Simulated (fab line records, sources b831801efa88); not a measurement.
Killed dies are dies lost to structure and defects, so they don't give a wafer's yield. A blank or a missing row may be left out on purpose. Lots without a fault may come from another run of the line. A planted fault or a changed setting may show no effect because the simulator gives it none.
Which tool did it? | flow gf180mcu | 13 lots, 39 wafers sampled, at 2 steps of a route of 602

WHAT THE GAUGES READ, wafer by wafer
GF_V4_RS_MEAS_24: measures by four-point-probe. Usual: V4_W_RS 0.329 ohm/sq, standard deviation 0.0036.
lot  | measured     | on            | V4_W_RS (ohm/sq)  | flag
L959 | day 24 09:20 | film_metro-04 | 0.323 0.327 0.330 |
L960 | day 24 15:53 | film_metro-04 | 0.332 0.321 0.336 |
L961 | day 25 02:33 | film_metro-04 | 0.331 0.330 0.322 |
L963 | day 25 20:22 | film_metro-03 | 0.327 0.334 0.327 |
L964 | day 26 06:40 | film_metro-04 | 0.333 0.328 0.332 |
L965 | day 26 12:28 | film_metro-04 | 0.330 0.329 0.323 |
L968 | day 27 12:11 | film_metro-01 | 0.321 0.324 0.323 |
L976 | day 29 21:44 | film_metro-03 | 0.324 0.330 0.325 |
L977 | day 30 07:00 | film_metro-04 | 0.325 0.323 0.328 |
L979 | day 30 17:52 | film_metro-03 | 0.328 0.334 0.331 |
L980 | day 30 18:35 | film_metro-04 | 0.330 0.332 0.330 |
L981 | day 30 23:18 | film_metro-04 | 0.333 0.331 0.331 |
L982 | day 31 09:25 | film_metro-03 | 0.330 0.329 0.327 |

WHICH TOOL RAN EACH LOT (tool, then ch and the chambers of the sampled wafers, then the start)
lot  | GF_HV_LDD_ETCHBACK_58
L959 | rie_diel-03 ch 0,1,2, day 12 13:14
L960 | rie_diel-02 ch 0,1,3, day 12 17:41
L961 | rie_diel-02 ch 1,2, day 13 03:02
L963 | rie_diel-01 ch 0,1, day 13 19:05
L964 | rie_diel-03 ch 0,2,3, day 14 04:11
L965 | rie_diel-03 ch 1,2,3, day 14 12:03
L968 | rie_diel-03 ch 0,1,2, day 15 12:23
L976 | rie_diel-01 ch 0,2,3, day 18 05:48
L977 | rie_diel-02 ch 0,1,3, day 18 13:50
L979 | rie_diel-01 ch 1,2,3, day 19 07:59
L980 | rie_diel-01 ch 0,1,2, day 19 09:41
L981 | rie_diel-02 ch 0,1,2, day 19 18:29
L982 | rie_diel-02 ch 1,2, day 20 06:27
- GF_HV_LDD_ETCHBACK_58: etches Si3N4 in CH3F/O2, stops on SiO2, time 100 s, target depth 90 nm.

WHAT THE TOOLS THEMSELVES READ (means of the sampled wafers that have a number; where no wafer has one, the mark that the record gives instead)
GF_HV_LDD_ETCHBACK_58. Usual: drypump_motor_current_A 5.7 A, standard deviation 0.36; oes_product_au 0.844 a.u., standard deviation 0.0072; rf_fwd_power_W 397.6 W, standard deviation 1.4; throttle_valve_pct 10.561 %, standard deviation 0.0093.
lot  | tool        | drypump_motor_current_A (A) | oes_product_au (a.u.) | rf_fwd_power_W (W) | throttle_valve_pct (%) | flag
L959 | rie_diel-03 | 5.5                         | 0.848                 | 398.3              | 10.566                 |
L960 | rie_diel-02 | 5.9                         | 0.849                 | 397.0              | 10.564                 |
L961 | rie_diel-02 | 5.8                         | 0.846                 | 398.1              | 10.554                 |
L963 | rie_diel-01 | 5.4                         | 0.839                 | 397.3              | 10.566                 |
L964 | rie_diel-03 | 5.9                         | 0.851                 | 398.0              | 10.572                 |
L965 | rie_diel-03 | 5.6                         | 0.838                 | 397.4              | 10.558                 |
L968 | rie_diel-03 | 5.5                         | 0.844                 | 419.8              | 10.553                 | OFF
L976 | rie_diel-01 | 5.8                         | 0.842                 | 397.2              | 10.552                 |
L977 | rie_diel-02 | 5.9                         | 0.841                 | 397.4              | 10.560                 |
L979 | rie_diel-01 | 5.6                         | 0.835                 | 399.2              | 10.560                 |
L980 | rie_diel-01 | 5.5                         | 0.837                 | 397.8              | 10.550                 |
L981 | rie_diel-02 | 5.9                         | 0.835                 | 397.7              | 10.562                 |
L982 | rie_diel-02 | 5.7                         | 0.852                 | 397.7              | 10.565                 |

THE ANSWER, worked out from the rows above alone
Rule: a lot is off if the mean of its wafers that have a number lies more than 3 standard deviations from the usual mean. A lot without any number at a reading at which 4 lots or more have one is off too. The other lots that the step has rows for count as sound. The gauges are gone through in route order, then the tools' own readings, and for those a lot's mean is taken as printed above. The first step at which some lot is off is used, and at that step the reading that is off furthest; a lot without a number counts as furthest.
Off: L968, at GF_HV_LDD_ETCHBACK_58 (rf_fwd_power_W).
A tool fits if, at that step or a process step before it, it ran every lot that is off, and no sound lot after the first of them. One fits: rie_diel-03 at GF_HV_LDD_ETCHBACK_58. Its last sound lot is L965 (day 14 12:03), its first lot that is off L968 (day 15 12:23): a fault that began between those two fits.
The tool's own readings at GF_HV_LDD_ETCHBACK_58 bear it out: on the lots that are off they differ by more than 5 times the standard deviation of the sound lots' means. rf_fwd_power_W reads 419.8 W there against 397.8 W on the sound lots.

WHAT THE SIMULATOR HAD PUT IN
Process parameter drift: rie_diel-03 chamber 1, from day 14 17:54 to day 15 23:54, at GF_HV_LDD_ETCHBACK_58. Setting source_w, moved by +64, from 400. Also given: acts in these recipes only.
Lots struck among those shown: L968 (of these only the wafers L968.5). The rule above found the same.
